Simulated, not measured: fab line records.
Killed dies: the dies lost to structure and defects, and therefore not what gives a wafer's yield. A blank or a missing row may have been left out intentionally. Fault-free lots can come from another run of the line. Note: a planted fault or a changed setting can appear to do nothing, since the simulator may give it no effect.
A struck lot beside a sound one || flow sky130 || 30 out of 708 route steps
Sound: these wafers, L302.3, L302.5, L302.6. Struck: wafer L313.2 (L313.5, L313.6, from the same lot, were not struck and are left out); the cause is given at the end.
Per side, at each step with rows, come the tool, then ch with its chambers, and then its first start. Under that, the readings that differ: sound wafers || struck wafers || difference of the means || sigmas: that difference in standard deviations of wafers without a fault.
alike: words and numbers the same on both sides, and readings whose means are apart by under 2 such deviations; not compared: readings that were withheld, readings missing a value for some wafer, numbers with overlapping values and no deviation given by the record, and bounds like >300 which may hide the same value.
Wherever a step has rows on one side only, a row that says differs or no value, or a row with sigmas, the two part there. Non-overlapping numbers with no deviation appear without sigmas and do not part them. Lack of a reading on every wafer of one side parts them only where that side has two or more wafers.

SKY_LI_CONTACT_OVL_MEAS_13:
  sound on overlay-01, day 33 01:45; struck on overlay-01, day 36 00:18
  alike: LI_CONTACT_OVL
then, 1 step without rows for these wafers: SKY_LI_CONTACT_ETCH_14 (etches BARC in N2/H2, stops on SiO2, time 45.9 s, target depth 60 nm).
SKY_LI_CONTACT_ETCH_15: etches PSG in C4F8/O2/Ar, stops on Si, target depth 600 nm.
  sound on rie_diel-03 ch 1,2,3, day 33 01:49; struck on rie_diel-02 ch 2, day 36 00:22
  alike: oes_product_au
SKY_LI_CONTACT_STRIP_16: strips in O2/N2.
  sound on plasma_asher-03 ch 0,1, day 33 01:56; struck on plasma_asher-02 ch 1, day 36 00:28
{"reading": "rf_hours_counter_h (h)", "sound": "- - -", "struck": 101, "difference": "no value on the sound wafers", "sigmas": ""}
{"reading": "strip_time_to_endpoint_s (s)", "sound": "3.48 3.56 3.49", "struck": 3.41, "difference": -0.10, "sigmas": -2}
  alike: drypump_motor_current_A, oes_product_au
then, 3 steps without rows for these wafers: SKY_LI_CONTACT_CLEAN_17 (cleans in NMP, time 600 s); SKY_LI_CONTACT_PRE_CLEAN_18 (time 5.6 s); SKY_LI_CONTACT_SPUTTER_19 (material Ti, target thk 20 nm, time 106.37 s).
SKY_LI_CONTACT_SPUTTER_20: material TiN, target thk 20 nm, time 80 s.
  sound on pvd_sputter-03, day 33 02:17; struck on pvd_sputter-01, day 36 00:50
  alike: cathode_dc_power_W, throttle_valve_pct
SKY_LI_CONTACT_CVD_21: deposits W, target thk 400 nm, time 120.56 s.
  sound on cvd_w-02 ch 0,1, day 33 02:24; struck on cvd_w-01 ch 0, day 36 00:53
  alike: heater_power_w
SKY_LI_CONTACT_RS_MEAS_22: a four-point-probe measurement.
  sound on film_metro-04, day 33 02:31; struck on film_metro-01, day 36 01:02
  alike: LI_CONTACT_W_RS
SKY_LI_CONTACT_THK_MEAS_23: measures by xrf.
  sound on film_metro-04, day 33 02:37; struck on film_metro-01, day 36 01:09
{"reading": "LI_CONTACT_W_THK (nm)", "sound": "389 396 399", "struck": 418, "difference": "+23", "sigmas": "+3"}
then, 1 step without rows for these wafers: SKY_LI_CONTACT_CMP_24 (polishes, stops on PSG, t overpolish 20 s, target thk 0 nm).
SKY_LOCAL_INTERCONNECT_SPUTTER_00: material TiN, target thk 100 nm, time 83.3 s.
  sound on pvd_sputter-04, day 33 02:58; struck on pvd_sputter-04, day 36 01:30
{"reading": "cathode_dc_power_W (W)", "sound": "6496.7 6499.4 6498.7", "struck": 8356.7, "difference": "+1858.4", "sigmas": "+99 or more"}
{"reading": "model.TiN_of_LOCAL_INTERCONNECT_SPUTTER_00.thk_nm (nm)", "sound": "99.5 100.4 99.54", "struck": 129.8, "difference": "+30.0", "sigmas": ""}
  alike: substrate_temp_c, throttle_valve_pct
SKY_LOCAL_INTERCONNECT_RS_MEAS_01: a four-point-probe measurement.
  sound on film_metro-02, day 33 03:04; struck on film_metro-03, day 36 01:35
{"reading": "LOCAL_INTERCONNECT_TIN_RS (ohm/sq)", "sound": "14.23 14.09 14.20", "struck": 10.79, "difference": -3.38, "sigmas": -18}
SKY_LOCAL_INTERCONNECT_THK_MEAS_02: measures by xrf.
  sound on film_metro-02, day 33 03:10; struck on film_metro-03, day 36 01:41
{"reading": "LOCAL_INTERCONNECT_TIN_THK (nm)", "sound": "100.4 101.3 100.7", "struck": 131.7, "difference": "+30.9", "sigmas": "+24"}
then, 8 steps without rows for these wafers: SKY_LOCAL_INTERCONNECT_DEHYDRATE_03 (time 60 s); SKY_LOCAL_INTERCONNECT_HMDS_04 (prime time 60 s); SKY_LOCAL_INTERCONNECT_COAT_05 (resist thk 60 nm); SKY_LOCAL_INTERCONNECT_COAT_06 (resist thk 450 nm); SKY_LOCAL_INTERCONNECT_SOFTBAKE_07 (time 90 s); SKY_LOCAL_INTERCONNECT_EXPOSE_08 (exposes mask LI1M, target cd 170 nm); SKY_LOCAL_INTERCONNECT_PEB_09; SKY_LOCAL_INTERCONNECT_DEVELOP_10 (develop time 60 s).
SKY_LOCAL_INTERCONNECT_CD_MEAS_11 targets a cd of 170 nm.
  sound on cd_sem-01, day 34 05:17; struck on cd_sem-02, day 37 03:19
  alike: cd_nm
SKY_LOCAL_INTERCONNECT_OVL_MEAS_12:
  sound on overlay-02, day 34 05:23; struck on overlay-01, day 37 03:25
  alike: LOCAL_INTERCONNECT_OVL
then, 1 step without rows for these wafers: SKY_LOCAL_INTERCONNECT_ETCH_13 (etches BARC in N2/H2, stops on SiO2, time 45.9 s, target depth 60 nm).
SKY_LOCAL_INTERCONNECT_METAL_ETCH_14: etches TiN in Cl2/BCl3, stops on PSG, target depth 110 nm, time 31.4 s.
  sound on rie_metal-03 ch 0, day 34 05:34; struck on rie_metal-02 ch 0, day 37 03:31
{"reading": "oes_product_au (a.u.)", "sound": "0.930 0.944 0.942", "struck": 1.002, "difference": "+0.063", "sigmas": "+7"}
{"reading": "rf_hours_counter_h (h)", "sound": "- - -", "struck": 13, "difference": "no value on the sound wafers", "sigmas": ""}
{"reading": "throttle_valve_pct (%)", "sound": "21.905 21.895 21.887", "struck": 21.857, "difference": -0.039, "sigmas": -4}
  alike: drypump_motor_current_A
SKY_LOCAL_INTERCONNECT_STRIP_15: strips in O2/N2.
  sound on plasma_asher-04 ch 0,1, day 34 05:40; struck on plasma_asher-01 ch 1, day 37 03:34
{"reading": "rf_hours_counter_h (h)", "sound": "- - -", "struck": 75, "difference": "no value on the sound wafers", "sigmas": ""}
  alike: drypump_motor_current_A, oes_product_au, strip_time_to_endpoint_s
SKY_LOCAL_INTERCONNECT_STRIP_16: strips in post etch residue remover, time 1200 s.
  sound on wet_bench-02 ch 0, day 34 05:44; struck on wet_bench-02 ch 1, day 37 03:40
{"reading": "model.TiN_of_LOCAL_INTERCONNECT_SPUTTER_00.thk_nm (nm)", "sound": "99.09 100 99.13", "struck": 129.4, "difference": "+30.0", "sigmas": ""}
then, 1 step without rows for these wafers: SKY_LOCAL_INTERCONNECT_CLEAN_17 (cleans in IPA, time 180 s).

## WHERE THEY PART
Earliest at SKY_LI_CONTACT_STRIP_16; latest, in this record, at SKY_LOCAL_INTERCONNECT_STRIP_15.

WHY: whatever the simulator had introduced
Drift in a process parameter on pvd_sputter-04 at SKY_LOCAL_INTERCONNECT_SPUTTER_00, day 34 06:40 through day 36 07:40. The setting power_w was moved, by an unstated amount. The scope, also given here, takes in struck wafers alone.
